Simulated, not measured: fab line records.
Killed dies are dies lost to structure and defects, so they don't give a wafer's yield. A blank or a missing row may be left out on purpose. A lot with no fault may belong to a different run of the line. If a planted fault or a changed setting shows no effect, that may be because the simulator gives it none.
fab line records | flow sky130
[record] lots = 24 wafers = 72 lastDay = 50
route steps=708 shown VT_ADJUST_PCH@150 POLY_GATE@232 LDD_LDN@301 VIA1@479 VIA2@520 VIA3@576
lots that met no fault: from a run of the same line without faults
startH: start of the lot's first displayed wafer, in hours after the record's first day | waitH: how many hours have passed since the lot's step before this one | " repeats the value in the row above | L1.1+2: several wafers, shown together as one row | - either no value or no given start | * or withheld: withheld | < > ~ a bound
route shown NAME@n: names a module that has steps shown in the file, with the first one's number in the route | usual: mean/standard deviation taken from wafers without a fault | same: alike in all rows | chamber/n: place in a boat | sites: each site's reading | _std_site: their standard deviation | _edge_site: mean of outer sites minus mean of inner sites | radiusMm: how far each site lies from the wafer's centre | mask NAME#n: copy n | behind: the last tool/chamber to shape the wafer | hold: the reason the lot was held/the length of the hold in hours/how it ended | device: names the non-switching transistor (n, p or np) | end of line: tests of these same wafers at the route's end | where a step has no rows: the recipe by itself | killed: not the wafer's yield, but the dies lost to structure and defects at the first sort | map: per-die view of a wafer (x killed, . not killed, _ where there is no die)
set.NAME: the setting that was run; set.NAME@STEP: the one run at that earlier step | model.NAME: the simulator's own value behind a step, which no gauge read
a sample of lots followed through the steps of the route, with each step as a table and each wafer as a row
services: the hour from which a tool's chamber was out of use, counted from the record's first day as startH (under 0 if before that day), plus the number of hours and why
[[steps]]
[step SKY_VT_ADJUST_PCH_OVL_MEAS_07]
[usual] VT_ADJUST_PCH_OVL = 0.6/1.3
// columns lot.wafer tool chamber startH waitH VT_ADJUST_PCH_OVL[nm]
L074.1 overlay-01 - 243.27 - -0.5
L074.2 " - " " -0.7
L074.4 " - " " 1.0
L076.2 overlay-01 - 248.83 - 2.8
L076.3 " - " " 1.8
L076.5 " - " " -0.7
L075.3 overlay-02 - 249.73 - -0.9
L075.4 " - " " 0.7
L075.5 " - " " -1.7
L077.1 overlay-02 - 262.97 - 0.4
L077.4 " - " " -2.5
L077.5 " - " " -0.2
L078.2 overlay-02 - 263.26 - 3.5
L078.3 " - " " 3.9
L078.4 " - " " 2.4
L079.3 overlay-02 - 276.14 - 0.5
L079.4 " - " " -0.4
L079.5 " - " " 1.7
L080.1 overlay-01 - 277.88 - 1.7
L080.4 " - " " 3.5
L080.5 " - " " 3.9
L081.1 overlay-01 - 280.28 - 0.7
L081.2 " - " " 1.9
L081.3 " - " " -0.9
L082.2 overlay-01 - 289.83 - 1.3
L082.4 " - " " 0.9
L082.6 " - " " 2.4
L083.1 overlay-01 - 294.90 - 1.1
L083.3 " - " " 1.3
L083.5 " - " " 1.3
L084.1 overlay-02 - 306.50 - -0.9
L084.4 " - " " -0.1
L084.6 " - " " 0.3
L085.1 overlay-01 - 314.12 - 1.7
L085.3 " - " " -1.7
L085.5 " - " " 2.8
L086.3 overlay-02 - 320.74 - -0.5
L086.4 " - " " 0.3
L086.5 " - " " -1.9
L087.2 overlay-02 - 331.31 - 0.3
L087.3 " - " " 1.4
L087.5 " - " " -0.4
L088.1 overlay-01 - 334.70 - 0.2
L088.4 " - " " 0.4
L088.6 " - " " 1.4
L089.1 overlay-01 - 344.87 - -0.9
L089.3 " - " " -1.9
L089.6 " - " " -1.1
L090.2 overlay-02 - 347.81 - -0.6
L090.4 " - " " -0.2
L090.5 " - " " -0.5
L091.1 overlay-01 - 354.50 - -0.7
L091.2 " - " " 2.2
L091.4 " - " " -0.4
L092.1 overlay-02 - 361.68 - 4.8
L092.2 " - " " 0.0
L092.3 " - " " 1.8
L093.2 overlay-01 - 374.53 - 0.6
L093.3 " - " " 0.5
L093.4 " - " " -0.8
L094.2 overlay-01 - 377.42 - 0.9
L094.5 " - " " 0.6
L094.6 " - " " 1.5
L095.1 overlay-01 - 387.45 - -0.1
L095.3 " - " " 1.0
L095.4 " - " " -0.7
L096.4 overlay-01 - 404.32 - 1.4
L096.5 " - " " -0.5
L096.6 " - " " 1.3
L097.1 overlay-02 - 409.15 - 0.8
L097.3 " - " " -0.2
L097.4 " - " " 0.3
[step SKY_POLY_GATE_STRIP_18]
[recipe] chemistry = O2/N2 powerW = 1400 pressureMtorr = 1500 platenTempC = withheld o2FlowSccm = 3000 n2FlowSccm = 300 overashFraction = 0.5
[usual] chamberPressureMTorr = 1500.1/1.4 drypumpMotorCurrentA = 5.8/0.39 oesProductAu = 0.361/0.005 stripTimeToEndpointS = 3.17/0.033
// columns lot.wafer tool chamber startH waitH chamberPressureMTorr drypumpMotorCurrentA oesProductAu rfHoursCounterH stripTimeToEndpointS
L074.1 plasmaAsher-02 1 391.49 0.0 1498.9 5.3 0.365 72 3.19
L074.2 " 0 " " 1499.3 6.4 0.359 72 3.11
L074.4 " 0 " " 1501.6 6.4 0.354 - 3.17
L075.3 plasmaAsher-02 1 396.83 0.1 1501.3 5.2 0.355 - 3.13
L075.4 " 0 " " 1500.0 6.4 0.376 - 3.19
L075.5 " 1 " " 1498.2 5.2 0.371 - 3.13
L076.2 plasmaAsher-03 1 397.14 0.0 1500.3 5.7 0.354 58 3.19
L076.3 " 0 " " 1499.1 6.0 0.357 - 3.19
L076.5 " 1 " " 1501.5 5.7 0.356 - 3.17
L077.1 plasmaAsher-02 1 410.69 0.0 1499.4 5.2 0.357 74 3.21
L077.4 " 0 " " 1502.2 6.4 0.364 - 3.20
L077.5 " 1 " " 1496.7 5.2 0.368 - 3.18
L078.2 plasmaAsher-01 0 418.32 0.0 1499.8 5.7 0.358 29 3.21
L078.3 " 1 " " 1500.3 5.7 0.360 - 3.19
L078.4 " 0 " " 1497.5 5.8 0.363 - 3.17
L079.3 plasmaAsher-01 1 426.97 0.1 1502.2 5.7 0.370 - 3.22
L079.4 " 0 " " 1502.0 5.7 0.363 - 3.15
L079.5 " 1 " " 1499.1 5.7 0.360 - 3.18
L080.1 plasmaAsher-03 1 430.82 0.0 1501.6 5.7 0.360 61 3.20
L080.4 " 1 " " 1501.3 5.7 0.361 - 3.18
L080.5 " 0 " " 1500.6 6.0 0.357 - 3.20
L081.1 plasmaAsher-01 0 437.59 0.0 1498.5 5.8 0.365 31 3.21
L081.2 " 1 " " 1500.0 5.7 0.362 31 3.13
L081.3 " 0 " " 1499.3 5.8 0.362 - 3.20
L082.2 plasmaAsher-02 0 450.97 0.0 1502.0 6.4 0.360 2 3.17
L082.4 " 1 " " 1499.5 5.2 0.358 - 3.16
L082.6 " 0 " " 1500.5 6.4 0.360 - 3.16
L083.1 plasmaAsher-02 0 455.94 0.0 1502.0 6.4 0.354 3 3.17
L083.3 " 1 " " 1501.4 5.2 0.357 - 3.16
L083.5 " 1 " " 1500.5 5.2 0.357 - 3.24
L084.1 plasmaAsher-03 0 464.94 0.0 1496.5 6.0 0.355 63 3.16
L084.4 " 1 " " 1499.4 5.7 0.364 - 3.16
L084.6 " 1 " " 1498.2 5.7 0.364 - 3.18
L085.1 plasmaAsher-02 0 476.12 0.0 1499.4 6.4 0.359 5 3.15
L085.3 " 1 " " 1499.7 5.2 0.360 - 3.14
L085.5 " 1 " " 1498.8 5.2 0.358 - 3.14
L086.3 plasmaAsher-02 1 482.30 0.1 1498.5 5.3 0.359 - 3.23
L086.4 " 0 " " 1500.4 6.4 0.348 - 3.19
L086.5 " 1 " " 1499.1 5.2 0.362 - 3.25
L087.2 plasmaAsher-02 0 496.42 0.0 1500.1 6.4 0.358 7 3.13
L087.3 " 1 " " 1502.0 5.2 0.362 - 3.17
L087.5 " 0 " " 1500.8 6.4 0.361 - 3.18
L088.1 plasmaAsher-03 0 500.37 0.0 1501.0 5.9 0.357 67 3.21
L088.4 " 0 " " 1500.5 6.0 0.364 - 3.17
L088.6 " 1 " " 1500.6 5.6 0.364 - 3.25
L089.1 plasmaAsher-02 1 508.37 0.0 1498.4 5.2 0.367 8 3.19
L089.3 " 0 " " 1500.3 6.3 0.365 - 3.20
L089.6 " 0 " " 1501.3 6.3 0.363 - 3.21
L090.2 plasmaAsher-03 0 511.22 0.0 1498.0 5.9 0.368 68 3.20
L090.4 " 0 " " 1501.5 6.0 0.362 - 3.10
L090.5 " 1 " " 1500.6 5.7 0.357 - 3.20
L091.1 plasmaAsher-03 0 519.39 0.0 1504.2 5.9 0.356 69 3.14
L091.2 " 1 " " 1499.7 5.7 0.358 69 3.15
L091.4 " 0 " " 1499.1 6.0 0.362 - 3.18
L092.1 plasmaAsher-03 1 526.32 0.0 1500.4 5.7 0.362 69 3.17
L092.2 " 0 " " 1498.7 6.0 0.357 69 3.16
L092.3 " 1 " " 1496.7 5.7 0.355 - 3.14
L093.2 plasmaAsher-03 0 537.40 0.1 1497.9 6.0 0.365 71 3.19
L093.3 " 0 " " 1501.4 5.9 0.360 - 3.18
L093.4 " 1 " " 1500.0 5.7 0.359 - 3.15
L094.2 plasmaAsher-02 0 541.52 0.0 1500.0 6.4 0.365 12 3.18
L094.5 " 0 " " 1500.1 6.3 0.358 - 3.13
L094.6 " 1 " " 1501.4 5.2 0.363 - 3.19
L095.1 plasmaAsher-01 1 552.82 0.0 1500.1 5.7 0.363 43 3.12
L095.3 " 0 " " 1499.2 5.8 0.361 - 3.14
L095.4 " 1 " " 1501.6 5.7 0.356 - 3.13
L096.4 plasmaAsher-02 1 567.60 0.1 1499.8 5.2 0.365 - 3.19
L096.5 " 0 " " 1501.3 6.4 0.358 - 3.11
L096.6 " 1 " " 1499.5 5.2 0.364 - 3.15
L097.1 plasmaAsher-01 0 573.58 0.0 1501.1 5.8 0.362 46 3.22
L097.3 " 1 " " 1500.5 5.7 0.350 - 3.15
L097.4 " 0 " " 1502.5 5.8 0.364 - 3.21
[step SKY_LDD_LDN_STRIP_12]
[recipe] chemistry = O2/N2 powerW = 1400 pressureMtorr = 1500 platenTempC = withheld o2FlowSccm = 3000 n2FlowSccm = 300 overashFraction = 0.5
[usual] chamberPressureMTorr = 1500.0/1.3 drypumpMotorCurrentA = 5.7/0.33 oesProductAu = 0.716/0.0046 stripTimeToEndpointS = 14.19/0.049
// columns lot.wafer tool chamber startH waitH chamberPressureMTorr drypumpMotorCurrentA oesProductAu rfHoursCounterH stripTimeToEndpointS
L074.1 plasmaAsher-02 1 548.10 0.1 1499.2 5.2 0.719 12 14.28
L074.2 " 0 " " 1498.8 6.3 0.718 12 14.24
L074.4 " 0 " " 1499.8 6.4 0.715 - 14.24
L075.3 plasmaAsher-04 1 553.70 0.1 1498.1 5.7 0.716 - 14.21
L075.4 " 0 " " 1499.3 5.3 0.716 - 14.17
L075.5 " 0 " " 1498.3 5.3 0.720 - 14.21
L076.2 plasmaAsher-04 0 554.26 0.1 1502.8 5.3 0.721 83 14.08
L076.3 " 1 " " 1500.3 5.6 0.713 - 14.10
L076.5 " 1 " " 1499.9 5.6 0.717 - 14.08
L077.1 plasmaAsher-04 1 569.86 0.1 1502.3 5.6 0.716 85 14.21
L077.4 " 1 " " 1501.9 5.7 0.722 - 14.17
L077.5 " 1 " " 1499.2 5.7 0.716 - 14.19
L078.2 plasmaAsher-02 1 577.30 0.1 1498.2 5.2 0.718 16 14.22
L078.3 " 1 " " 1499.8 5.2 0.710 - 14.24
L078.4 " 0 " " 1500.5 6.4 0.715 - 14.20
L079.3 plasmaAsher-04 0 582.16 0.1 1500.2 5.3 0.723 - 14.16
L079.4 " 1 " " 1500.9 5.6 0.716 - 14.17
L079.5 " 0 " " 1499.8 5.3 0.707 - 14.17
L080.1 plasmaAsher-01 0 587.56 0.1 1498.6 5.8 0.710 47 14.13
L080.4 " 1 " " 1500.9 5.7 0.710 - 14.10
L080.5 " 1 " " 1498.9 5.7 0.722 - 14.16
L081.1 plasmaAsher-02 1 593.52 0.1 1498.5 5.2 0.717 17 14.14
L081.2 " 0 " " 1500.1 6.3 0.710 17 14.15
L081.3 " 1 " " 1500.9 5.2 0.711 - 14.20
L082.2 plasmaAsher-04 1 607.80 0.1 1497.7 5.7 0.713 89 14.25
L082.4 " 1 " " 1501.8 5.7 0.720 - 14.27
L082.6 " 0 " " 1500.7 5.3 0.708 - 14.24
L083.1 plasmaAsher-01 1 610.98 0.1 1500.0 5.7 0.707 50 14.11
L083.3 " 1 " " 1501.7 5.7 0.722 - 14.13
L083.5 " 1 " " 1499.6 5.7 0.719 - 14.14
L084.1 plasmaAsher-01 1 619.98 0.1 1499.7 5.7 0.717 50 14.17
L084.4 " 0 " " 1500.2 5.8 0.716 - 14.14
L084.6 " 0 " " 1498.7 5.8 0.719 - 14.19
L085.1 plasmaAsher-02 1 630.26 0.1 1498.0 5.2 0.708 21 14.27
L085.3 " 1 " " 1502.6 5.2 0.712 - 14.29
L085.5 " 1 " " 1501.3 5.2 0.720 - 14.28
L086.3 plasmaAsher-01 0 635.06 0.1 1500.7 5.8 0.714 - 14.14
L086.4 " 1 " " 1499.0 5.7 0.716 - 14.12
L086.5 " 1 " " 1502.2 5.7 0.714 - 14.15
L087.2 plasmaAsher-01 1 648.68 0.1 1500.7 5.7 0.711 53 14.24
L087.3 " 0 " " 1498.6 5.8 0.715 - 14.20
L087.5 " 0 " " 1497.7 5.8 0.718 - 14.19
L088.1 plasmaAsher-01 1 652.01 0.1 1498.5 5.7 0.719 54 14.15
L088.4 " 1 " " 1500.3 5.7 0.718 - 14.16
L088.6 " 1 " " 1499.7 5.7 0.721 - 14.17
L089.1 plasmaAsher-04 0 660.76 0.1 1502.7 5.3 0.715 94 14.22
L089.3 " 1 " " 1498.4 5.6 0.715 - 14.24
L089.6 " 1 " " 1496.7 5.6 0.725 - 14.21
L090.2 plasmaAsher-02 0 662.01 0.1 1498.9 6.4 0.722 24 14.23
L090.4 " 1 " " 1498.4 5.2 0.720 - 14.22
L090.5 " 1 " " 1500.3 5.2 0.724 - 14.22
L091.1 plasmaAsher-04 1 668.78 0.1 1498.4 5.6 0.719 95 14.16
L091.2 " 0 " " 1501.1 5.3 0.717 95 14.19
L091.4 " 1 " " 1499.6 5.7 0.716 - 14.19
L092.1 plasmaAsher-04 0 676.06 0.1 1498.3 5.3 0.719 96 14.13
L092.2 " 1 " " 1501.8 5.6 0.719 96 14.11
L092.3 " 0 " " 1499.4 5.3 0.719 - 14.16
L093.2 plasmaAsher-01 0 688.00 0.1 1499.2 5.8 0.714 58 14.16
L093.3 " 1 " " 1501.9 5.7 0.724 - 14.18
L093.4 " 0 " " 1501.2 5.7 0.706 - 14.16
L094.2 plasmaAsher-01 1 690.90 0.1 1498.6 5.7 0.721 58 14.23
L094.5 " 0 " " 1500.4 5.8 0.718 - 14.25
L094.6 " 1 " " 1500.3 5.7 0.723 - 14.23
L095.1 plasmaAsher-01 1 701.45 0.1 1501.3 5.7 0.718 59 14.21
L095.3 " 0 " " 1499.5 5.7 0.715 - 14.26
L095.4 " 1 " " 1499.1 5.7 0.711 - 14.29
L096.4 plasmaAsher-02 1 713.35 0.1 1499.5 5.2 0.710 - 14.23
L096.5 " 1 " " 1501.9 5.2 0.720 - 14.21
L096.6 " 0 " " 1499.8 6.4 0.714 - 14.20
L097.1 plasmaAsher-01 0 719.35 0.1 1499.5 5.8 0.721 61 14.14
L097.3 " 1 " " 1501.8 5.7 0.717 - 14.11
L097.4 " 0 " " 1499.8 5.7 0.715 - 14.15
[step SKY_VIA1_CVD_21]
[recipe] material = W targetThkNm = 270 timeS = 80.902 tempC = 400 pressureTorr = 40
[usual] chamberPressureTorr = 40.01/0.09 heaterPowerW = 834/45
// columns lot.wafer tool chamber startH waitH chamberPressureTorr heaterPowerW
L074.1 cvdW-02 0 811.97 0.0 39.99 787
L074.2 " 1 " " 39.85 914
L074.4 " 0 " " 40.01 755
L076.2 cvdW-02 0 819.36 0.0 39.88 761
L076.3 " 0 " " 39.93 767
L076.5 " 0 " " 39.96 748
L075.3 cvdW-01 0 821.40 0.1 39.92 824
L075.4 " 1 " " 39.91 886
L075.5 " 1 " " 40.03 897
L077.1 cvdW-02 1 833.41 0.0 40.07 881
L077.4 " 0 " " 39.99 765
L077.5 " 1 " " 40.07 875
L078.2 cvdW-02 0 836.65 0.0 40.04 766
L078.3 " 0 " " 39.94 770
L078.4 " 1 " " 40.01 870
L079.3 cvdW-02 1 842.42 0.1 40.02 889
L079.4 " 0 " " 40.03 762
L079.5 " 0 " " 39.99 771
L080.1 cvdW-02 1 848.47 0.0 40.01 894
L080.4 " 1 " " 39.93 868
L080.5 " 0 " " 40.06 764
L081.1 cvdW-01 1 854.93 0.0 39.92 888
L081.2 " 0 " " 39.92 827
L081.3 " 0 " " 39.83 821
L082.2 cvdW-01 1 866.20 0.0 40.02 897
L082.4 " 1 " " 39.92 862
L082.6 " 0 " " 39.97 818
L083.1 cvdW-01 1 868.70 0.0 39.81 901
L083.3 " 1 " " 39.84 865
L083.5 " 0 " " 40.01 830
L084.1 cvdW-02 1 877.21 0.0 39.93 877
L084.4 " 1 " " 40.02 871
L084.6 " 0 " " 40.08 790
L085.1 cvdW-01 1 884.58 0.0 39.96 885
L085.3 " 1 " " 40.02 864
L085.5 " 1 " " 40.00 878
L086.3 cvdW-02 1 890.07 0.1 40.05 889
L086.4 " 0 " " 40.08 770
L086.5 " 1 " " 40.14 881
L087.2 cvdW-01 1 901.80 0.0 40.03 864
L087.3 " 1 " " 39.95 876
L087.5 " 1 " " 39.97 888
L088.1 cvdW-01 1 903.87 0.0 39.87 869
L088.4 " 0 " " 40.08 815
L088.6 " 1 " " 39.86 885
L089.1 cvdW-02 1 912.41 0.0 40.01 888
L089.3 " 0 " " 39.98 765
L089.6 " 1 " " 40.01 887
L090.2 cvdW-02 1 913.42 0.0 39.95 895
L090.4 " 0 " " 40.19 758
L090.5 " 1 " " 39.94 880
L091.1 cvdW-01 0 918.91 0.0 40.09 813
L091.2 " 1 " " 40.10 838
L091.4 " 1 " " 40.05 839
L092.1 cvdW-01 1 924.11 0.0 39.90 850
L092.2 " 0 " " 39.82 797
L092.3 " 1 " " 39.97 869
L093.2 cvdW-01 1 935.29 0.0 40.14 856
L093.3 " 0 " " 40.13 816
L093.4 " 1 " " 40.06 854
L094.2 cvdW-01 0 941.62 0.0 40.00 814
L094.5 " 1 " " 39.92 855
L094.6 " 0 " " 39.96 820
L095.1 cvdW-01 1 949.54 0.0 40.15 842
L095.3 " 1 " " 40.05 853
L095.4 " 0 " " 40.02 776
L096.4 cvdW-01 1 957.29 0.1 40.29 854
L096.5 " 0 " " 39.89 820
L096.6 " 1 " " 40.17 837
L097.1 cvdW-01 0 965.10 0.0 39.95 824
L097.3 " 1 " " 39.91 850
L097.4 " 0 " " 40.01 813
[step SKY_VIA2_OVL_MEAS_13]
[usual] VIA2_OVL = 1/5
// columns lot.wafer tool chamber startH waitH VIA2_OVL[nm]
L074.1 overlay-01 - 866.92 0.1 -2
L074.2 " - " " -4
L074.4 " - " " -4
L076.2 overlay-01 - 874.63 0.1 8
L076.3 " - " " 3
L076.5 " - " " 8
L075.3 overlay-02 - 875.58 0.1 0
L075.4 " - " " 1
L075.5 " - " " 5
L077.1 overlay-02 - 887.27 0.1 5
L077.4 " - " " 4
L077.5 " - " " 13
L078.2 overlay-02 - 890.12 0.1 7
L078.3 " - " " 7
L078.4 " - " " 2
L079.3 overlay-02 - 896.18 0.1 2
L079.4 " - " " 2
L079.5 " - " " 1
L080.1 overlay-02 - 900.97 0.1 -4
L080.4 " - " " -4
L080.5 " - " " -8
L081.1 overlay-02 - 908.62 0.1 0
L081.2 " - " " 6
L081.3 " - " " -1
L082.2 overlay-01 - 919.46 0.1 -3
L082.4 " - " " 3
L082.6 " - " " 3
L083.1 overlay-01 - 921.30 0.1 4
L083.3 " - " " -2
L083.5 " - " " -7
L084.1 overlay-01 - 929.60 0.1 4
L084.4 " - " " -3
L084.6 " - " " 2
L085.1 overlay-01 - 936.22 0.1 3
L085.3 " - " " 1
L085.5 " - " " 4
L086.3 overlay-01 - 942.68 0.1 3
L086.4 " - " " 1
L086.5 " - " " -2
L087.2 overlay-02 - 952.87 0.1 3
L087.3 " - " " -4
L087.5 " - " " 0
L088.1 overlay-02 - 955.90 0.1 11
L088.4 " - " " 10
L088.6 " - " " 1
L089.1 overlay-01 - 962.87 0.1 -2
L089.3 " - " " -4
L089.6 " - " " -2
L090.2 overlay-01 - 965.26 0.1 -7
L090.4 " - " " -2
L090.5 " - " " 2
L091.1 overlay-01 - 969.30 0.1 3
L091.2 " - " " 1
L091.4 " - " " 4
L092.1 overlay-01 - 975.37 0.1 -3
L092.2 " - " " -5
L092.3 " - " " 2
L093.2 overlay-02 - 985.47 0.1 9
L093.3 " - " " 4
L093.4 " - " " 10
L094.2 overlay-02 - 990.87 0.1 -1
L094.5 " - " " -1
L094.6 " - " " -4
L095.1 overlay-02 - 998.82 0.1 10
L095.3 " - " " 5
L095.4 " - " " 10
L096.4 overlay-01 - 1006.38 0.1 8
L096.5 " - " " 3
L096.6 " - " " 4
L097.1 overlay-02 - 1013.77 0.1 -15
L097.3 " - " " 1
L097.4 " - " " -6
[step SKY_VIA3_BOW_MEAS_03]
[recipe] mode = bow
[usual] VIA3_BOW = 80/7.4
// columns lot.wafer tool chamber startH waitH VIA3_BOW[um]
L074.1 filmMetro-01 - 922.12 0.2 83
L074.2 " - " " 86
L074.4 " - " " 75
L076.2 filmMetro-02 - 927.55 0.3 91
L076.3 " - " " 100
L076.5 " - " " 78
L075.3 filmMetro-01 - 929.79 0.3 84
L075.4 " - " " 91
L075.5 " - " " 80
L077.1 filmMetro-02 - 940.81 0.2 85
L077.4 " - " " 84
L077.5 " - " " 83
L078.2 filmMetro-01 - 943.98 0.1 78
L078.3 " - " " 84
L078.4 " - " " 84
L079.3 filmMetro-02 - 948.99 0.2 74
L079.4 " - " " 76
L079.5 " - " " 71
L080.1 filmMetro-01 - 953.63 0.1 71
L080.4 " - " " 81
L080.5 " - " " 79
L081.1 filmMetro-03 - 960.90 0.2 72
L081.2 " - " " 73
L081.3 " - " " 93
L082.2 filmMetro-02 - 971.74 0.2 81
L082.4 " - " " 73
L082.6 " - " " 91
L083.1 filmMetro-02 - 973.47 0.1 80
L083.3 " - " " 85
L083.5 " - " " 74
L084.1 filmMetro-01 - 982.30 0.1 69
L084.4 " - " " 82
L084.6 " - " " 83
L085.1 filmMetro-02 - 987.34 0.2 87
L085.3 " - " " 80
L085.5 " - " " 81
L086.3 filmMetro-02 - 994.78 0.2 74
L086.4 " - " " 63
L086.5 " - " " 75
L087.2 filmMetro-03 - 1003.94 0.2 79
L087.3 " - " " 80
L087.5 " - " " 63
L088.1 filmMetro-02 - 1006.55 0.1 77
L088.4 " - " " 74
L088.6 " - " " 84
L089.1 filmMetro-01 - 1014.14 0.2 72
L089.3 " - " " 66
L089.6 " - " " 80
L090.2 filmMetro-02 - 1015.93 0.2 78
L090.4 " - " " 74
L090.5 " - " " 63
L091.1 filmMetro-02 - 1020.53 0.2 77
L091.2 " - " " 91
L091.4 " - " " 80
L092.1 filmMetro-02 - 1026.29 0.1 81
L092.2 " - " " 73
L092.3 " - " " 70
L093.2 filmMetro-01 - 1034.43 0.1 80
L093.3 " - " " 81
L093.4 " - " " 84
L094.2 filmMetro-03 - 1041.62 0.3 76
L094.5 " - " " 97
L094.6 " - " " 84
L095.1 filmMetro-01 - 1048.98 0.1 83
L095.3 " - " " 81
L095.4 " - " " 82
L096.4 filmMetro-03 - 1055.32 0.2 77
L096.5 " - " " 88
L096.6 " - " " 89
L097.1 filmMetro-01 - 1063.30 0.2 74
L097.3 " - " " 86
L097.4 " - " " 72
[[services]]
// columns tool chamber startH hours kind
cvdW-02 - 388.95 0.2 repair
cvdW-02 - 390.00 14.0 pm
cvdW-02 1 410.86 1.8 repair
plasmaAsher-02 - 421.29 9.0 pm
plasmaAsher-04 - 440.75 2.3 repair
plasmaAsher-02 - 537.13 1.7 repair
cvdW-02 - 543.05 2.6 repair
cvdW-02 1 611.60 1.4 repair
cvdW-01 - 634.97 1.0 repair
plasmaAsher-02 - 675.09 2.7 repair
cvdW-01 0 710.13 15.1 repair
cvdW-01 - 735.41 6.0 pm
cvdW-02 - 753.89 0.3 repair
cvdW-01 - 764.98 0.2 repair
cvdW-02 - 786.78 6.9 pm
cvdW-02 1 796.58 5.9 repair
plasmaAsher-02 - 797.45 2.8 pm
cvdW-01 0 798.14 3.3 repair
cvdW-01 - 827.97 2.8 pm
plasmaAsher-02 - 883.86 8.6 repair
plasmaAsher-02 - 884.26 3.9 repair
cvdW-01 - 904.00 14.0 pm
plasmaAsher-01 - 924.18 2.8 pm
cvdW-02 - 934.93 2.8 pm
[[key]]
fault none
